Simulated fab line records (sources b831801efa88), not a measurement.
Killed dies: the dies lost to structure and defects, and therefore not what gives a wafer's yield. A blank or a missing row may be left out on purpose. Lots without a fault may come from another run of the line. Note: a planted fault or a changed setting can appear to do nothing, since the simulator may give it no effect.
The tool behind it: which one? + flow sfq line + Sampling: 7 lots, 21 wafers, 2 of 325 route steps

== WHAT THE GAUGES READ, wafer by wafer ==
SFQ_L0_RS_MEAS_901: a four-point-probe measurement.
| lot  | measured    | on            | L0_MONX_KI_RS (ohm/sq) |
|------|-------------|---------------|------------------------|
| L757 | day 1 17:36 | film metro-02 | 43.7 43.4 43.8         |
| L763 | day 2 23:35 | film metro-01 | 43.7 43.2 43.4         |
| L765 | day 3 09:34 | film metro-03 | 42.6 43.1 42.7         |
| L771 | day 4 15:35 | film metro-02 | 43.5 43.0 43.0         |
| L773 | day 5 01:34 | film metro-03 | 27.9 28.0 28.1         |
| L775 | day 5 11:35 | film metro-03 | 27.7 27.5 27.7         |
| L778 | day 6 02:34 | film metro-03 | 43.1 43.7 43.9         |

== WHICH TOOL RAN EACH LOT (tool, then ch and the chambers of the sampled wafers, then the start) ==
| lot  | SFQ_TRILAYER_L0_DEP_SPUTTER_003 |
|------|---------------------------------|
| L757 | pvd sputter-03, day 1 17:29     |
| L763 | pvd sputter-04, day 2 23:29     |
| L765 | pvd sputter-04, day 3 09:29     |
| L771 | pvd sputter-04, day 4 15:29     |
| L773 | pvd sputter-03, day 5 01:29     |
| L775 | pvd sputter-03, day 5 11:29     |
| L778 | pvd sputter-05, day 6 02:29     |
- SFQ_TRILAYER_L0_DEP_SPUTTER_003: material MoNx KI, target thk 40 nm, time 100 s.

== THE ANSWER, worked out from the rows above alone ==
Rule: the lots themselves supply what counts as usual. Put in order of their means at a reading, lots are off if they are a third of the lots or fewer, leave a main group of 4 or more, and stand apart from it by a gap of 3 or more times the standard deviation of the main group's means; of several such gaps the widest counts. A main group is skipped when, at the precision printed for the reading in the tables above, its means are all equal. A lot without any number at a reading at which 4 lots or more have one is off too. All remaining lots with rows at the step are treated as sound.
Off: L773, L775, seen at SFQ_L0_RS_MEAS_901 (L0_MONX_KI_RS). The main group: mean 43.3 ohm/sq, standard deviation 0.31.
If a tool, at a process step before that reading, ran all the lots that are off and no sound lot after the first of them, it fits. Those tools and the gauges at SFQ_L0_RS_MEAS_901 are tried in the same way. One candidate fits, namely pvd sputter-03 at SFQ_TRILAYER_L0_DEP_SPUTTER_003. Its last sound lot is L757 (day 1 17:29), its first lot that is off L773 (day 5 01:29): a fault that began between those two fits.

== WHAT THE SIMULATOR HAD PUT IN ==
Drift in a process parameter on pvd sputter-03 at SFQ_TRILAYER_L0_DEP_SPUTTER_003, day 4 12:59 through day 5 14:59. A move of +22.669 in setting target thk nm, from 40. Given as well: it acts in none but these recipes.
Shown lots that were struck: L773, L775. This agrees with what the rule above found.
